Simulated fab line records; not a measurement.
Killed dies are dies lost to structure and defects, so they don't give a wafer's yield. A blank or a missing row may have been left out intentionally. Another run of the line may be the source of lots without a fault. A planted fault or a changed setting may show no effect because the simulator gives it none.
A struck lot beside a sound one || flow sky130 || 22 out of 708 route steps
Sound: these wafers, L603.1, L603.4, L603.5. The struck wafers were L593.2, L593.4, L593.6. The cause comes at the end.
Per side, at each step with rows, come the tool, then ch with its chambers, and then its first start. Under that, the readings that differ: sound wafers || struck wafers || difference of the means || sigmas: that difference in standard deviations of wafers without a fault.
alike: readings whose means differ by less than 2 such deviations, and words and numbers that are the same on both sides. not compared: withheld readings, readings that some wafer has no value for, bounds like >300 that may hide the same value, and numbers for which the record gives no deviation and whose values overlap.
A row with sigmas, a row that says differs or no value, or rows on one side alone: a step with any of these is where the two part. When numbers do not overlap yet have no deviation, they are printed without sigmas and do not part them. A reading that every wafer of one side lacks parts them only if that side has two wafers or more.

SKY_SONOS_ONO_OVL_MEAS_14:
  struck on overlay-01, day 14 06:18; sound on overlay-01, day 18 01:41
  alike: SONOS_ONO_OVL
SKY_SONOS_ONO_ETCH_15: etches the open film in CHF3/O2, target depth 19.52 nm, time 7.8 s.
  sound on rie diel-01 ch 0,1,2, day 18 01:44; struck on rie diel-01 ch 0,1, day 14 06:20
  alike: drypump motor current A, oes product au, throttle valve pct
  not compared: rf hours counter h
then, 1 step without rows for these wafers: SKY_SONOS_ONO_WET_ETCH_16 (etches SiO2 in dHF, target depth 14 nm, time 280 s).
SKY_SONOS_ONO_STRIP_17: strips in O2/N2.
  sound on plasma asher-01 ch 0,1, day 18 01:50; struck on plasma asher-02 ch 0,1, day 14 06:26
  alike: drypump motor current A, oes product au, strip time to endpoint s
  not compared: rf hours counter h
then, 3 steps without rows for these wafers: SKY_SONOS_ONO_WET_ETCH_18 (etches Si3N4 in H3PO4, target depth 15 nm, time 172 s); SKY_GATE_OXIDE_CLEAN_00 (cleans in SC1/SC2, time 150 s); SKY_GATE_OXIDE_OXIDATION_01 (stabilise 600 s, purge 300 s, target thk 10.268 nm).
SKY_GATE_OXIDE_THK_MEAS_02:
  struck on film metro-03, day 14 08:04; sound on film metro-02, day 18 03:33
  alike: GATE_OXIDE_OXIDATION_00_THK
then, 4 steps without rows for these wafers: SKY_GATE_OXIDE_DEHYDRATE_03 (time 60 s); SKY_GATE_OXIDE_HMDS_04 (prime time 60 s); SKY_GATE_OXIDE_COAT_05 (resist thk 1140 nm); SKY_GATE_OXIDE_SOFTBAKE_06 (time 60 s).
SKY_GATE_OXIDE_EXPOSE_07: exposes mask LVOM, target cd 600 nm.
  sound on iline stepper-01 ch 0, day 18 17:41; struck on iline stepper-01 ch 0, day 14 21:27
{"reading": "mask", "sound": "LVOM#0 LVOM#0 LVOM#0", "struck": "NWM#0 NWM#0 NWM#0", "difference": "differs", "sigmas": ""}
  alike: reticle temp C
then, 2 steps without rows for these wafers: SKY_GATE_OXIDE_PEB_08; SKY_GATE_OXIDE_DEVELOP_09 (develop time 60 s).
SKY_GATE_OXIDE_OVL_MEAS_10:
  struck on overlay-01, day 15 10:47; sound on overlay-02, day 19 09:38
{"reading": "GATE_OXIDE_OVL (nm)", "sound": "-2.2 -1.0 -1.7", "struck": "- - -", "difference": "no value on the struck wafers", "sigmas": ""}
then, 2 steps without rows for these wafers: SKY_GATE_OXIDE_IMPLANT_11; SKY_GATE_OXIDE_WET_ETCH_12 (etches SiO2 in dHF, target depth 16.8 nm, time 336 s).
SKY_GATE_OXIDE_STRIP_13: strips in O2/N2.
  sound on plasma asher-02 ch 0,1, day 19 09:56; struck on plasma asher-03 ch 0,1, day 15 11:05
  alike: drypump motor current A, oes product au, strip time to endpoint s
  not compared: rf hours counter h
SKY_GATE_OXIDE_TW_MEAS_14:
  struck on film metro-04, day 15 11:11; sound on film metro-04, day 19 10:02
{"reading": "GATE_OXIDE_TW", "sound": "226.3 226.4 227.2", "struck": "30.4 30.4 30.3", "difference": -196.3, "sigmas": "-99 or more"}
then, 1 step without rows for these wafers: SKY_GATE_OXIDE_CLEAN_15 (cleans in SC1/SC2, time 150 s).
-- record jumps: 31 days separate the struck wafers' starts on either side; left off in module GATE_OXIDE, taken up again in module PAD_OPEN, whose first shown step is the route's number 708 --
SKY_PAD_OPEN_PROBE_99:
  struck on prober-02, day 46 22:55; sound on prober-01, day 49 07:01
{"reading": "killed at front end", "sound": "16 21 13", "struck": "411 421 439", "difference": "+407", "sigmas": "+92"}
{"reading": "killed dies", "sound": "97 89 78", "struck": "492 492 492", "difference": "+404", "sigmas": "+43"}
{"reading": "killed on rim", "sound": "24 16 15", "struck": "96 96 96", "difference": "+78", "sigmas": "+20"}
  alike: killed_at_M0_to_M3, killed_at_M4_up, killed at contacts, killed at other, killed open, killed short

## WHERE THEY PART
First at SKY_GATE_OXIDE_EXPOSE_07; last, within this record, at SKY_PAD_OPEN_PROBE_99.

WHY: what the simulator had put in
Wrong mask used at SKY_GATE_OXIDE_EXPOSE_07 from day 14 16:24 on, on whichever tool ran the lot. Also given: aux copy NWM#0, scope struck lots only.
